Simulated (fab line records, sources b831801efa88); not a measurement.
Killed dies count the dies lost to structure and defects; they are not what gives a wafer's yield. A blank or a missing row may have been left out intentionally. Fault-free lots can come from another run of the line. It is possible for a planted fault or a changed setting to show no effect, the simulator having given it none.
A struck lot beside a sound one / flow gf180mcu / 43 steps out of a route of 602
Sound: these wafers, L399.1, L399.3, L399.4. Wafers L392.1, L392.3, L392.5 were the ones struck. The cause comes at the end.
At each step with rows: each side's tool, then ch and its chambers, then its first start. Under that, the readings that differ: sound wafers / struck wafers / difference of the means / sigmas: that difference in standard deviations of wafers without a fault.
alike: readings whose means differ by less than 2 such deviations, and words and numbers that are the same on both sides. not compared: withheld readings, readings that some wafer has no value for, bounds like >300 that may hide the same value, and numbers for which the record gives no deviation and whose values overlap.
The two part at a step that has a row with sigmas, a row that says differs or no value, or rows on one side only. Non-overlapping numbers with no deviation appear without sigmas and do not part them. A reading that every wafer of one side lacks parts them only if that side has two wafers or more.

first, 2 steps without rows for these wafers: GF_NWELL_IMPLANT_08; GF_NWELL_IMPLANT_09.
GF_NWELL_STRIP_10: strips in O2/N2.
  sound on plasma asher-04 ch 0,1, day 8 07:36; struck on plasma asher-04 ch 0,1, day 6 16:59
  alike: drypump motor current A, heater power w, oes product au, strip time to endpoint s
  not compared: rf hours counter h
GF_NWELL_TW_MEAS_11:
  sound on film metro-01, day 8 07:42; struck on film metro-04, day 6 17:05
  alike: NWELL_TW
then, 7 steps without rows for these wafers: GF_LVPWELL_DEHYDRATE_00 (time 60 s); GF_LVPWELL_HMDS_01 (prime time 60 s); GF_LVPWELL_COAT_02 (resist thk 3000 nm); GF_LVPWELL_SOFTBAKE_03; GF_LVPWELL_EXPOSE_04 (exposes mask LVPWELL, target cd 600 nm); GF_LVPWELL_PEB_05; GF_LVPWELL_DEVELOP_06 (develop time 60 s).
GF_LVPWELL_OVL_MEAS_07:
  sound on overlay-02, day 9 00:37; struck on overlay-01, day 7 08:37
  alike: LVPWELL_OVL
GF_LVPWELL_IMPLANT_08:
  sound on implanter-04 ch 0, day 9 00:39; struck on implanter-03, day 7 08:39
  no value came back on the struck wafers for beam energy keV, beam on s (s), faraday current uA; on the sound wafers beam energy keV reads 169.96 169.93 169.99
after that, 1 step had no rows for these wafers: GF_LVPWELL_IMPLANT_09.
GF_LVPWELL_STRIP_10: strips in O2/N2.
  sound on plasma asher-04 ch 0,1, day 9 00:57; struck on plasma asher-04 ch 0,1, day 7 08:57
  alike: drypump motor current A, heater power w, oes product au, strip time to endpoint s
  not compared: rf hours counter h
GF_LVPWELL_TW_MEAS_11:
  sound on film metro-01, day 9 01:03; struck on film metro-04, day 7 09:03
reading=LVPWELL_TW; sound=553 555 550; struck=336 336 335; difference=-217; sigmas=-70
then, 7 steps without rows for these wafers: GF_MVSD_DEHYDRATE_00 (time 60 s); GF_MVSD_HMDS_01 (prime time 60 s); GF_MVSD_COAT_02 (resist thk 3000 nm); GF_MVSD_SOFTBAKE_03; GF_MVSD_EXPOSE_04 (exposes mask MVSD, target cd 1000 nm); GF_MVSD_PEB_05; GF_MVSD_DEVELOP_06 (develop time 60 s).
GF_MVSD_OVL_MEAS_07:
  sound on overlay-01, day 9 18:10; struck on overlay-01, day 8 00:37
  alike: MVSD_OVL
then, 2 steps without rows for these wafers: GF_MVSD_IMPLANT_08; GF_MVSD_IMPLANT_09.
GF_MVSD_STRIP_10: strips in O2/N2.
  sound on plasma asher-02 ch 0,1, day 9 18:31; struck on plasma asher-04 ch 0,1, day 8 00:58
  alike: drypump motor current A, heater power w, oes product au, strip time to endpoint s
  not compared: rf hours counter h
GF_MVSD_TW_MEAS_11:
  sound on film metro-04, day 9 18:37; struck on film metro-03, day 8 01:04
  alike: MVSD_TW
then, 7 steps without rows for these wafers: GF_MVPSD_DEHYDRATE_00 (time 60 s); GF_MVPSD_HMDS_01 (prime time 60 s); GF_MVPSD_COAT_02 (resist thk 3000 nm); GF_MVPSD_SOFTBAKE_03; GF_MVPSD_EXPOSE_04 (exposes mask MVPSD, target cd 1000 nm); GF_MVPSD_PEB_05; GF_MVPSD_DEVELOP_06 (develop time 60 s).
GF_MVPSD_OVL_MEAS_07:
  sound on overlay-01, day 10 12:16; struck on overlay-02, day 8 16:49
  alike: MVPSD_OVL
then, 2 steps without rows for these wafers: GF_MVPSD_IMPLANT_08; GF_MVPSD_IMPLANT_09.
GF_MVPSD_STRIP_10: strips in O2/N2.
  sound on plasma asher-03 ch 0,1, day 10 12:36; struck on plasma asher-03 ch 0,1, day 8 17:10
  alike: drypump motor current A, heater power w, oes product au, strip time to endpoint s
  not compared: rf hours counter h
GF_MVPSD_TW_MEAS_11:
  sound on film metro-01, day 10 12:42; struck on film metro-04, day 8 17:16
  alike: MVPSD_TW
then, 2 steps without rows for these wafers: GF_VT_IMPLANT_DEHYDRATE_00 (time 60 s); GF_VT_IMPLANT_HMDS_01 (prime time 60 s).
-- the record jumps here: 3 days lie between the struck wafers' starts before and after --
GF_VT_IMPLANT_RS_MEAS_48: measurement is done with a four-point probe.
  sound on film metro-03, day 13 19:27; struck on film metro-03, day 11 17:56
reading=LVPWELL_RS (ohm/sq); sound=1195 1194 1197; struck=3820 3815 3815; difference=+2621; sigmas=+99 or more

## WHERE THEY PART
At GF_LVPWELL_IMPLANT_08 first; at GF_VT_IMPLANT_RS_MEAS_48 last (within this record only).

WHY: what had been put in by the simulator
At GF_LVPWELL_IMPLANT_08, the step was skipped entirely on implanter-03 from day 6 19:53 on. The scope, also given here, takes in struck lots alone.
